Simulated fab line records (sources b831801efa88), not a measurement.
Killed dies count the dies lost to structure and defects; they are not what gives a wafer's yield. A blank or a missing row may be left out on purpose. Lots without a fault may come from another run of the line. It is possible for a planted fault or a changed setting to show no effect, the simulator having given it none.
Comparing a struck lot with a sound one + flow sky130 + 16 out of 708 route steps
Sound: wafers L330.2, L330.4, L330.5. Wafers struck: L333.1, L333.2, L333.6. Last of all comes the cause.
For every step that has rows: the tool of each side, followed by ch and its chambers, followed by its first start. Under that, the readings that differ: sound wafers + struck wafers + difference of the means + sigmas: that difference in standard deviations of wafers without a fault.
alike: words and numbers the same on both sides, and readings whose means are apart by under 2 such deviations; not compared: readings that were withheld, readings missing a value for some wafer, numbers with overlapping values and no deviation given by the record, and bounds like >300 which may hide the same value.
The two part at a step that has a row with sigmas, a row that says differs or no value, or rows on one side only. Numbers that don't overlap but have no deviation are shown without sigmas and don't part them. A reading that every wafer of one side lacks parts them only if that side has two wafers or more.

first, 2 steps without rows for these wafers: SKY_NWELL_IMPLANT_12; SKY_NWELL_IMPLANT_13.
SKY_NWELL_STRIP_14: strips in O2/N2.
  sound on plasma-asher-02 ch 1, day 7 11:26; struck on plasma-asher-03 ch 0,1, day 7 21:23
  alike: drypump-motor-current-A, oes-product-au, strip-time-to-endpoint-s
  not compared: rf-hours-counter-h
SKY_NWELL_TW_MEAS_15:
  sound on film-metro-02, day 7 11:32; struck on film-metro-03, day 7 21:29
| reading  | sound          | struck         | difference | sigmas |
|----------|----------------|----------------|------------|--------|
| NWELL_TW | 1821 1815 1827 | 1798 1797 1807 | -20        | -2     |
then, 7 steps without rows for these wafers: SKY_NWELL_DEHYDRATE_16 (time 60 s); SKY_NWELL_HMDS_17 (prime time 60 s); SKY_NWELL_COAT_18 (resist thk 3000 nm); SKY_NWELL_SOFTBAKE_19; SKY_NWELL_EXPOSE_20 (exposes mask NWM COMPLEMENT, target cd 840 nm); SKY_NWELL_PEB_21; SKY_NWELL_DEVELOP_22 (develop time 60 s).
SKY_NWELL_OVL_MEAS_23:
  sound on overlay-02, day 8 07:06; struck on overlay-01, day 8 16:50
  alike: NWELL_01_OVL
SKY_NWELL_IMPLANT_24:
  sound on implanter-04 ch 0, day 8 07:09; struck on implanter-04 ch 0, day 8 16:53
| reading            | sound                        | struck                          | difference | sigmas      |
|--------------------|------------------------------|---------------------------------|------------|-------------|
| dose-ions-cm2      | 9.18e+12 9.212e+12 9.206e+12 | 1.576e+13 1.5756e+13 1.5761e+13 | +6.560e+12 | +99 or more |
| faraday-current-uA | 50.6 52.3 51.7               | 89.1 89.1 89.6                  | +37.7      | +34         |
SKY_NWELL_STRIP_25: strips in O2/N2.
  sound on plasma-asher-04 ch 0,1, day 8 07:17; struck on plasma-asher-02 ch 0,1, day 8 17:02
  alike: drypump-motor-current-A, oes-product-au, strip-time-to-endpoint-s
  not compared: rf-hours-counter-h
SKY_NWELL_TW_MEAS_26:
  sound on film-metro-03, day 8 07:23; struck on film-metro-01, day 8 17:31
| reading    | sound             | struck            | difference | sigmas |
|------------|-------------------|-------------------|------------|--------|
| NWELL_2_TW | 495.1 496.1 494.8 | 577.1 574.7 577.8 | +81.2      | +28    |
  not compared: hold
-- the record jumps here: 40 days lie between the struck wafers' starts before and after (it left off in module NWELL and takes up again in module PAD_OPEN, whose first step shown is number 708 of the route) --
SKY_PAD_OPEN_PROBE_99:
  sound on prober-02, day 48 17:34; struck on prober-02, day 48 23:34
| reading                                    | sound                         | struck                        | difference | sigmas |
|--------------------------------------------|-------------------------------|-------------------------------|------------|--------|
| model.etest.pfet_16v.r-on-ohm-um           | 1.524e+04 1.494e+04 1.517e+04 | 1.201e+04 1.202e+04 1.207e+04 | -3.083e+03 |        |
| model.etest.res-iso-pwell.rs-ohm-sq        | 3044 2859 3016                | 1838 1927 1905                | -1083      |        |
| model.etest.res-pwell-under-gate.rs-ohm-sq | 2302 2272 2279                | 1584 1582 1582                | -702       |        |
| model.etest.nfet_16v.r-on-ohm-um           | 1.396e+04 1.417e+04 1.404e+04 | 1.474e+04 1.466e+04 1.465e+04 | +6.267e+02 |        |
| model.etest.res-iso-pwell.line-ohm-um      | 1154 1085 1145                | 685.3 698.1 709.5             | -430.4     |        |
| model.etest.tip_n_5v.rs-ohm-sq             | 1379 1383 1383                | 1436 1430 1427                | +49        |        |
| model.etest.res-iso-pwell.width-nm (nm)    | 2656 2645 2639                | 2691 2692 2696                | +46        |        |
  alike: killed_at_M0_to_M3, killed_at_M4_up, killed-at-contacts, killed-at-front-end, killed-at-other, killed-dies, killed-open, killed-short
  not compared: model.etest.res-nwell.line-ohm-um

WHERE THEY PART
Last at SKY_NWELL_TW_MEAS_26 as far as this record goes, first at SKY_NWELL_TW_MEAS_15. Later steps at which nothing parts them and some readings are alike: SKY_PAD_OPEN_PROBE_99.

WHY: whatever the simulator had introduced
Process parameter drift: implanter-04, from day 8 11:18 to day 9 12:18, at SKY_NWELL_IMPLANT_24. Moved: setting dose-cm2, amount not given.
